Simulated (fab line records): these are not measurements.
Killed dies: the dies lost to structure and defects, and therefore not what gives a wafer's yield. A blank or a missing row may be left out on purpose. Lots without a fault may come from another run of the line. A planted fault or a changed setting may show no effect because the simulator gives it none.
fab line records -- flow gf180mcu
record: lots: 13, wafers: 39, lastDay: 34
route steps=602 shown CONTACT@312 M1@324 V1@336
lots that met no fault: from a run of the same line without faults
startH: start of the lot's first displayed wafer, in hours after the record's first day -- waitH: how many hours have passed since the lot's step before this one -- " identical to the entry in the row above -- L1.1+2: one row covering several wafers at once -- - value missing, or start not given -- * or withheld: withheld -- < > ~ a bound
route shown NAME@n: a module of which the file shows steps, and the number in the route of the first -- usual: mean/standard deviation taken from wafers without a fault -- same: alike in all rows -- chamber/n: place in a boat -- sites: the reading at each site -- _std_site: how widely they spread, as a standard deviation -- _edge_site: mean of outer sites minus mean of inner sites -- radiusMm: how far each site lies from the wafer's centre -- mask NAME#n: copy n -- behind: the last tool/chamber to shape the wafer -- hold: what put the lot on hold/how long, in hours/how the hold closed -- device: whichever transistor did not switch (one of n, p or np) -- end of line: tests run on the same wafers once the route is complete -- a step without rows: its recipe alone -- killed: dies that structure and defects cost at the first sort, which is not the same as the wafer's yield -- map: a wafer's dies, x killed, . not, _ none there
set.NAME: setting as actually run; set.NAME@STEP: the setting as run at that earlier step -- model.NAME: the simulator's own value behind a step, which no gauge read
a sample of lots followed through the steps of the route, with each step as a table and each wafer as a row
services: a tool's chamber out of use, with start hour (startH, from the record's first day; less than 0 if before it), hours out, and reason
== steps ==
step: GF_CONTACT_RS_MEAS_25
recipe: thkMeasGauge: four-point-probe, reads: W_of_CONTACT_CVD_24+TiN_of_CONTACT_SPUTTER_23+Ti_of_CONTACT_SPUTTER_22
usual: CONTACT_W_RS: 0.382/0.0043
lot.wafer,tool,chamber,startH,waitH,CONTACT_W_RS[ohm/sq]
L478.2,filmMetro-01,-,365.43,0.1,0.376
L478.3,filmMetro-01,-,365.43,0.1,0.388
L478.6,filmMetro-01,-,365.43,0.1,0.378
L479.1,filmMetro-04,-,376.93,0.1,0.377
L479.3,filmMetro-04,-,376.93,0.1,0.377
L479.6,filmMetro-04,-,376.93,0.1,0.378
L483.1,filmMetro-03,-,406.90,0.1,0.383
L483.4,filmMetro-03,-,406.90,0.1,0.381
L483.6,filmMetro-03,-,406.90,0.1,0.381
L484.1,filmMetro-04,-,422.11,0.1,0.380
L484.2,filmMetro-04,-,422.11,0.1,0.379
L484.3,filmMetro-04,-,422.11,0.1,0.379
L485.3,filmMetro-03,-,432.57,0.1,0.389
L485.4,filmMetro-03,-,432.57,0.1,0.379
L485.6,filmMetro-03,-,432.57,0.1,0.384
L490.1,filmMetro-01,-,480.94,0.1,0.386
L490.2,filmMetro-01,-,480.94,0.1,0.385
L490.3,filmMetro-01,-,480.94,0.1,0.388
L492.1,filmMetro-03,-,488.41,0.1,0.385
L492.3,filmMetro-03,-,488.41,0.1,0.380
L492.6,filmMetro-03,-,488.41,0.1,0.382
L493.1,filmMetro-03,-,501.13,0.1,0.387
L493.2,filmMetro-03,-,501.13,0.1,0.388
L493.6,filmMetro-03,-,501.13,0.1,0.386
L494.4,filmMetro-04,-,510.83,0.1,0.385
L494.5,filmMetro-04,-,510.83,0.1,0.381
L494.6,filmMetro-04,-,510.83,0.1,0.382
L495.3,filmMetro-03,-,512.83,0.1,0.379
L495.5,filmMetro-03,-,512.83,0.1,0.381
L495.6,filmMetro-03,-,512.83,0.1,0.381
L497.1,filmMetro-03,-,535.12,0.1,0.372
L497.5,filmMetro-03,-,535.12,0.1,0.379
L497.6,filmMetro-03,-,535.12,0.1,0.374
L498.1,filmMetro-03,-,540.90,0.1,0.374
L498.3,filmMetro-03,-,540.90,0.1,0.381
L498.4,filmMetro-03,-,540.90,0.1,0.375
L499.2,filmMetro-01,-,545.31,0.1,0.386
L499.3,filmMetro-01,-,545.31,0.1,0.387
L499.6,filmMetro-01,-,545.31,0.1,0.388
step: GF_M1_COAT_09
recipe: resist: KrF, spinRpm: withheld, resistThkNm: 1000
lot.wafer,tool,chamber,startH,waitH
L478.2+3+6,lithoTrack-04,0,377.60,0.1
L479.1+3+6,lithoTrack-03,0,388.20,0.1
L483.1+4+6,lithoTrack-01,0,419.41,0.1
L484.1+2+3,lithoTrack-03,0,435.00,0.1
L485.3+4+6,lithoTrack-03,0,444.70,0.1
L490.1+2+3,lithoTrack-01,0,492.86,0.1
L492.1+3+6,lithoTrack-01,0,500.51,0.1
L493.1+2+6,lithoTrack-04,0,513.52,0.1
L494.4+5+6,lithoTrack-01,0,522.33,0.1
L495.3+5+6,lithoTrack-01,0,524.85,0.1
L497.1+5+6,lithoTrack-01,0,546.80,0.1
L498.1+3+4,lithoTrack-01,0,552.65,0.1
L499.2+3+6,lithoTrack-01,0,557.33,0.1
step: GF_M1_CD_MEAS_14
recipe: targetCdNm: 230
usual: cdNm: 230.0/1.1
lot.wafer,tool,chamber,startH,waitH,cdNm
L478.2,cdSem-01,-,388.79,0.1,230.0
L478.3,cdSem-01,-,388.79,0.1,231.5
L478.6,cdSem-01,-,388.79,0.1,230.7
L479.1,cdSem-02,-,400.37,0.1,229.2
L479.3,cdSem-02,-,400.37,0.1,229.4
L479.6,cdSem-02,-,400.37,0.1,228.4
L483.1,cdSem-01,-,432.36,0.1,229.7
L483.4,cdSem-01,-,432.36,0.1,229.0
L483.6,cdSem-01,-,432.36,0.1,230.0
L484.1,cdSem-01,-,446.96,0.1,230.7
L484.2,cdSem-01,-,446.96,0.1,230.3
L484.3,cdSem-01,-,446.96,0.1,231.2
L485.3,cdSem-01,-,457.44,0.1,231.1
L485.4,cdSem-01,-,457.44,0.1,230.3
L485.6,cdSem-01,-,457.44,0.1,230.6
L490.1,cdSem-02,-,505.50,0.1,228.9
L490.2,cdSem-02,-,505.50,0.1,230.0
L490.3,cdSem-02,-,505.50,0.1,229.0
L492.1,cdSem-02,-,512.32,0.1,230.4
L492.3,cdSem-02,-,512.32,0.1,229.8
L492.6,cdSem-02,-,512.32,0.1,231.7
L493.1,cdSem-02,-,525.35,0.1,229.9
L493.2,cdSem-02,-,525.35,0.1,230.0
L493.6,cdSem-02,-,525.35,0.1,229.7
L494.4,cdSem-01,-,534.16,0.1,232.2
L494.5,cdSem-01,-,534.16,0.1,231.8
L494.6,cdSem-01,-,534.16,0.1,233.0
L495.3,cdSem-01,-,536.39,0.1,231.1
L495.5,cdSem-01,-,536.39,0.1,229.6
L495.6,cdSem-01,-,536.39,0.1,231.0
L497.1,cdSem-01,-,558.15,0.1,229.9
L497.5,cdSem-01,-,558.15,0.1,230.7
L497.6,cdSem-01,-,558.15,0.1,229.5
L498.1,cdSem-01,-,563.80,0.1,226.8
L498.3,cdSem-01,-,563.80,0.1,228.8
L498.4,cdSem-01,-,563.80,0.1,229.1
L499.2,cdSem-02,-,567.94,0.1,229.9
L499.3,cdSem-02,-,567.94,0.1,229.2
L499.6,cdSem-02,-,567.94,0.1,228.8
step: GF_M1_STRIP_17
recipe: chemistry: O2/N2, powerW: 1400, pressureMtorr: 1500, platenTempC: 250, o2FlowSccm: 3000, n2FlowSccm: 300, overashFraction: 0.5
usual: drypumpMotorCurrentA: 6.0/0.61, heaterPowerW: 337/22, oesProductAu: 0.538/0.0053, stripTimeToEndpointS: 7.39/0.057
lot.wafer,tool,chamber,startH,waitH,drypumpMotorCurrentA,heaterPowerW,oesProductAu,rfHoursCounterH,stripTimeToEndpointS
L478.2,plasmaAsher-02,0,389.10,0.1,5.6,315,0.538,75,7.27
L478.3,plasmaAsher-02,0,389.10,0.1,5.6,315,0.540,-,7.25
L478.6,plasmaAsher-02,0,389.10,0.1,5.6,322,0.532,-,7.34
L479.1,plasmaAsher-02,1,400.66,0.1,6.2,348,0.530,77,7.36
L479.3,plasmaAsher-02,0,400.66,0.1,5.6,323,0.538,-,7.41
L479.6,plasmaAsher-02,1,400.66,0.1,6.2,350,0.543,-,7.39
L483.1,plasmaAsher-02,0,432.65,0.1,5.6,322,0.529,0,7.34
L483.4,plasmaAsher-02,1,432.65,0.1,6.2,353,0.533,-,7.37
L483.6,plasmaAsher-02,0,432.65,0.1,5.6,323,0.543,-,7.40
L484.1,plasmaAsher-03,1,447.24,0.1,5.9,307,0.552,76,7.74
L484.2,plasmaAsher-03,0,447.24,0.1,6.7,354,0.556,76,7.80
L484.3,plasmaAsher-03,1,447.24,0.1,6.0,308,0.557,-,7.83
L485.3,plasmaAsher-02,0,457.72,0.1,5.6,317,0.549,-,7.69
L485.4,plasmaAsher-02,1,457.72,0.1,6.2,352,0.553,-,7.78
L485.6,plasmaAsher-02,0,457.72,0.1,5.6,317,0.554,-,7.84
L490.1,plasmaAsher-03,0,505.79,0.1,6.6,360,0.545,82,7.49
L490.2,plasmaAsher-03,1,505.79,0.1,6.0,309,0.534,82,7.41
L490.3,plasmaAsher-03,0,505.79,0.1,6.7,355,0.549,-,7.50
L492.1,plasmaAsher-03,1,512.74,0.2,6.0,314,0.535,83,7.37
L492.3,plasmaAsher-03,1,512.74,0.2,6.0,309,0.540,-,7.36
L492.6,plasmaAsher-03,0,512.74,0.2,6.6,355,0.536,-,7.34
L493.1,plasmaAsher-02,0,525.76,0.2,5.6,322,0.542,10,7.52
L493.2,plasmaAsher-02,1,525.76,0.2,6.2,365,0.540,10,7.51
L493.6,plasmaAsher-02,1,525.76,0.2,6.2,357,0.541,-,7.45
L494.4,plasmaAsher-04,1,534.42,0.1,4.7,362,0.531,-,7.38
L494.5,plasmaAsher-04,0,534.42,0.1,6.7,333,0.537,-,7.38
L494.6,plasmaAsher-04,1,534.42,0.1,4.7,359,0.529,-,7.44
L495.3,plasmaAsher-03,0,536.67,0.1,6.6,354,0.541,-,7.33
L495.5,plasmaAsher-03,1,536.67,0.1,6.0,312,0.534,-,7.49
L495.6,plasmaAsher-03,0,536.67,0.1,6.6,351,0.536,-,7.34
L497.1,plasmaAsher-03,0,558.43,0.1,6.6,360,0.545,88,7.45
L497.5,plasmaAsher-03,1,558.43,0.1,6.0,303,0.537,-,7.43
L497.6,plasmaAsher-03,0,558.43,0.1,6.6,362,0.537,-,7.32
L498.1,plasmaAsher-04,0,564.08,0.1,6.7,338,0.537,47,7.36
L498.3,plasmaAsher-04,1,564.08,0.1,4.7,369,0.546,-,7.47
L498.4,plasmaAsher-04,0,564.08,0.1,6.7,326,0.531,-,7.35
L499.2,plasmaAsher-02,0,568.21,0.1,5.6,317,0.540,15,7.47
L499.3,plasmaAsher-02,0,568.21,0.1,5.6,323,0.544,-,7.37
L499.6,plasmaAsher-02,1,568.21,0.1,6.2,350,0.531,-,7.36
step: GF_V1_THK_MEAS_01
recipe: reads: SiO2_of_V1_CVD_00
usual: V1_CVD_00_THK: 630/7.1
lot.wafer,tool,chamber,startH,waitH,V1_CVD_00_THK[nm]
L478.2,filmMetro-01,-,389.75,0.0,626
L478.3,filmMetro-01,-,389.75,0.0,630
L478.6,filmMetro-01,-,389.75,0.0,626
L479.1,filmMetro-01,-,401.27,0.0,622
L479.3,filmMetro-01,-,401.27,0.0,625
L479.6,filmMetro-01,-,401.27,0.0,623
L483.1,filmMetro-01,-,433.28,0.0,630
L483.4,filmMetro-01,-,433.28,0.0,627
L483.6,filmMetro-01,-,433.28,0.0,626
L484.1,filmMetro-02,-,447.85,0.0,633
L484.2,filmMetro-02,-,447.85,0.0,627
L484.3,filmMetro-02,-,447.85,0.0,622
L485.3,filmMetro-02,-,458.31,0.1,640
L485.4,filmMetro-02,-,458.31,0.1,638
L485.6,filmMetro-02,-,458.31,0.1,637
L490.1,filmMetro-04,-,506.50,0.0,637
L490.2,filmMetro-04,-,506.50,0.0,629
L490.3,filmMetro-04,-,506.50,0.0,636
L492.1,filmMetro-02,-,513.43,0.0,616
L492.3,filmMetro-02,-,513.43,0.0,632
L492.6,filmMetro-02,-,513.43,0.0,619
L493.1,filmMetro-02,-,526.40,0.0,623
L493.2,filmMetro-02,-,526.40,0.0,622
L493.6,filmMetro-02,-,526.40,0.0,627
L494.4,filmMetro-02,-,535.08,0.1,611
L494.5,filmMetro-02,-,535.08,0.1,626
L494.6,filmMetro-02,-,535.08,0.1,631
L495.3,filmMetro-02,-,537.31,0.1,628
L495.5,filmMetro-02,-,537.31,0.1,622
L495.6,filmMetro-02,-,537.31,0.1,623
L497.1,filmMetro-01,-,559.08,0.0,614
L497.5,filmMetro-01,-,559.08,0.0,628
L497.6,filmMetro-01,-,559.08,0.0,613
L498.1,filmMetro-02,-,564.70,0.0,637
L498.3,filmMetro-02,-,564.70,0.0,637
L498.4,filmMetro-02,-,564.70,0.0,636
L499.2,filmMetro-01,-,568.82,0.0,624
L499.3,filmMetro-01,-,568.82,0.0,633
L499.6,filmMetro-01,-,568.82,0.0,636
== services ==
tool,chamber,startH,hours,kind
plasmaAsher-03,-,355.58,59.6,repair
plasmaAsher-02,-,421.25,9.0,pm
plasmaAsher-02,0,421.25,9.0,ventCycle
plasmaAsher-02,1,421.25,9.0,ventCycle
plasmaAsher-02,0,430.25,-,clean
plasmaAsher-02,1,430.25,-,clean
plasmaAsher-03,-,558.93,3.8,repair
== key ==
firstSign: step: GF_M1_STRIP_17, reading: stripTimeToEndpointS, direction: up, sigmas: 6.9, usual: *, struck: *
effect: step: GF_M1_STRIP_17, reading: oesProductAu, direction: up, sigmas: 3, usual: 0.538, struck: 0.554
metAt GF_M1_COAT_09
struckLots L484,L485
notActingAt GF_CONTACT_RS_MEAS_25,GF_M1_CD_MEAS_14,GF_V1_THK_MEAS_01
onsetBetween 388.20 435.00
fault: kind: processParameterDrift, tool: lithoTrack-03, chamber: -, onsetH: 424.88, steps: GF_M1_COAT_09, channel: resistThkNm, offset: *, shape: step, endH: 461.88, actsIn: *, stated: *
